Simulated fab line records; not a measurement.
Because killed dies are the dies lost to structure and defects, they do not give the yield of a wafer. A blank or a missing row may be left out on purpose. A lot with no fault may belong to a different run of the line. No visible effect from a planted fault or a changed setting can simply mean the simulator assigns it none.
A lot that was struck, set against a sound lot -- flow sky130 -- 14 steps out of a route of 708
Sound: the wafers L795.2, L795.4, L795.5. The struck wafers were L801.3, L801.4, L801.5. The cause is given at the end.
At each step with rows: each side's tool, then ch and its chambers, then its first start. Under that, the readings that differ: sound wafers -- struck wafers -- difference of the means -- sigmas: that difference in standard deviations of wafers without a fault.
alike: readings whose means differ by less than 2 such deviations, and words and numbers that are the same on both sides. not compared: withheld readings, readings that some wafer has no value for, bounds like >300 that may hide the same value, and numbers for which the record gives no deviation and whose values overlap.
A row with sigmas, a row that says differs or no value, or rows on one side alone: a step with any of these is where the two part. When numbers do not overlap yet have no deviation, they are printed without sigmas and do not part them. Lack of a reading on every wafer of one side parts them only where that side has two or more wafers.

first, 2 steps without rows for these wafers: SKY_METAL1_CLEAN_23 (cleans in O3/DIW); SKY_VIA1_HDPCVD_00 (deposits SiO2, target thk 1030 nm, time 171.7 s).
SKY_VIA1_THK_MEAS_01:
  sound: film_metro-04 at day 35 13:11; struck: film_metro-01 at day 37 08:10
  alike: VIA1_HDPCVD_THK
SKY_VIA1_CMP_02: polishes SiO2.
  sound on cmp-02 ch 1,2, day 35 13:14; struck on cmp-02 ch 0,3, day 37 08:12
  alike: motor_current_A
SKY_VIA1_BOW_MEAS_03:
  sound: film_metro-01 at day 35 13:34; struck: film_metro-02 at day 37 08:32
  alike: VIA1_BOW
then, 7 steps without rows for these wafers: SKY_VIA1_DEHYDRATE_04 (time 60 s); SKY_VIA1_HMDS_05 (prime time 60 s); SKY_VIA1_COAT_06 (resist thk 60 nm); SKY_VIA1_COAT_07 (resist thk 450 nm); SKY_VIA1_SOFTBAKE_08 (time 90 s); SKY_VIA1_EXPOSE_09 (exposes mask VIM, target cd 150 nm); SKY_VIA1_PEB_10.
SKY_VIA1_DEVELOP_11: develop time 60 s.
  struck on litho_track-02, day 38 09:00; sound on litho_track-01 ch 0, day 36 14:00
  no value came back on the struck wafers for chill_plate_temp_C (C), develop_time_s (s); on the sound wafers chill_plate_temp_C (C) reads 23.04 23.11 23.15
reading,sound,struck,difference,sigmas
model.KrF-thick_of_VIA1_COAT_07.thk_nm (nm),434.3 434.1 435.9,451.5 450.1 449.9,+15.7,
SKY_VIA1_CD_MEAS_12: target cd 150 nm.
  sound: cd_sem-01 at day 36 14:58; struck: cd_sem-01 at day 38 10:05
reading,sound,struck,difference,sigmas
cd_nm (nm),149.3 149.1 148.5,- - -,no value on the struck wafers,

== WHERE THEY PART ==
Last at SKY_VIA1_CD_MEAS_12 as far as this record goes, first at SKY_VIA1_DEVELOP_11.

WHY: what had been put in by the simulator
Entire step skipped (litho_track-02, SKY_VIA1_DEVELOP_11), from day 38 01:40 onward. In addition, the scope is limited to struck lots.
